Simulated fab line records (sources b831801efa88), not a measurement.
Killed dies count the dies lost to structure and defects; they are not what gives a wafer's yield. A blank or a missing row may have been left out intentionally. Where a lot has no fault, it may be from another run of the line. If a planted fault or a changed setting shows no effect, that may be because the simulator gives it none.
Which tool is to blame? -- flow sky130 -- 13 lots with 39 wafers sampled at 3 steps, on a route of 708 steps

WHAT EACH GAUGE READ, for each wafer
SKY_CAPM_THK_MEAS_01.
lot,measured,on,CAPM_CVD_00_THK (nm)
L727,day 36 12:02,film metro-02,15.89 15.79 15.60
L728,day 36 13:35,film metro-03,15.14 15.42 14.90
L729,day 37 07:54,film metro-03,15.49 15.58 15.75
L730,day 37 10:11,film metro-02,15.49 15.83 15.64
L731,day 37 16:17,film metro-02,15.40 15.44 15.54
L733,day 38 14:20,film metro-03,14.78 15.15 15.21
L734,day 38 20:38,film metro-03,14.85 15.65 15.57
L736,day 39 00:46,film metro-02,15.44 15.09 15.21
L739,day 40 05:36,film metro-03,15.50 15.48 15.48
L741,day 41 03:34,film metro-03,15.17 15.50 15.34
L746,day 42 15:13,film metro-03,15.32 15.51 15.57
L748,day 42 18:23,film metro-02,15.04 15.42 15.44
L750,day 43 01:20,film metro-02,15.51 15.53 15.83

SKY_CAPM_RS_MEAS_03: a four-point-probe measurement.
lot,measured,on,CAPM_TIN_RS (ohm/sq)
L727,day 36 12:12,film metro-03,6.98 6.95 6.98
L728,day 36 13:46,film metro-04,6.90 6.98 6.93
L729,day 37 08:05,film metro-02,7.02 7.00 7.00
L730,day 37 10:21,film metro-03,6.86 6.91 6.87
L731,day 37 16:28,film metro-03,6.87 6.90 6.89
L733,day 38 14:29,film metro-02,6.92 6.86 6.93
L734,day 38 20:47,film metro-04,6.90 6.86 6.87
L736,day 39 00:56,film metro-02,6.92 6.91 6.90
L739,day 40 05:48,film metro-04,6.90 6.87 6.84
L741,day 41 03:44,film metro-02,6.85 6.79 6.84
L746,day 42 15:23,film metro-04,6.88 6.88 6.88
L748,day 42 18:33,film metro-04,6.95 6.95 7.01
L750,day 43 01:31,film metro-03,6.88 6.98 6.94

EACH LOT AND THE TOOL THAT RAN IT (in order: tool; ch and the chambers of the sampled wafers; start)
lot,SKY_METAL3_SPUTTER_04
L727,"pvd sputter-04, day 36 11:58"
L728,"pvd sputter-02, day 36 13:29"
L729,"pvd sputter-04, day 37 07:47"
L730,"pvd sputter-01, day 37 10:07"
L731,"pvd sputter-04, day 37 16:12"
L733,"pvd sputter-01, day 38 14:15"
L734,"pvd sputter-02, day 38 20:33"
L736,"pvd sputter-04, day 39 00:41"
L739,"pvd sputter-02, day 40 05:29"
L741,"pvd sputter-01, day 41 03:29"
L746,"pvd sputter-01, day 42 15:08"
L748,"pvd sputter-04, day 42 18:19"
L750,"pvd sputter-04, day 43 01:16"
- SKY_METAL3_SPUTTER_04: material TiN, target thk 70 nm, time 58.3 s.

WHAT THE TOOLS THEMSELVES READ (means of the sampled wafers that have a number; where no wafer has one, the mark that the record gives instead)
SKY_METAL3_SPUTTER_04.
lot,tool,throttle valve pct (%)
L727,pvd sputter-04,29.1
L728,pvd sputter-02,30.5
L729,pvd sputter-04,29.9
L730,pvd sputter-01,29.0
L731,pvd sputter-04,29.9
L733,pvd sputter-01,29.2
L734,pvd sputter-02,30.2
L736,pvd sputter-04,29.2
L739,pvd sputter-02,30.5
L741,pvd sputter-01,29.7
L746,pvd sputter-01,31.3
L748,pvd sputter-04,29.5
L750,pvd sputter-04,29.0

THE ANSWER, worked out from the rows above alone
Rule: what is usual is taken from the lots themselves. The widest of any qualifying gaps counts: lots, ordered by their means at a reading, are off when they make up no more than a third of the lots, leave a main group of 4 or more, and stand apart from it by 3 or more times the standard deviation of that group's means. A main group is skipped when, at the precision printed for the reading in the tables above, its means are all equal. A lot without any number at a reading at which 4 lots or more have one is off too. Where the step has rows for the other lots, those lots are counted as sound. First the gauges in route order, then the tools' own readings, where a lot's mean is used as printed above. The first step at which some lot is off is used, and at that step the reading that is off furthest; a lot without a number counts as furthest.
None of the lots is off at any reading shown; this tells nothing.

WHAT HAD BEEN PUT IN BY THE SIMULATOR
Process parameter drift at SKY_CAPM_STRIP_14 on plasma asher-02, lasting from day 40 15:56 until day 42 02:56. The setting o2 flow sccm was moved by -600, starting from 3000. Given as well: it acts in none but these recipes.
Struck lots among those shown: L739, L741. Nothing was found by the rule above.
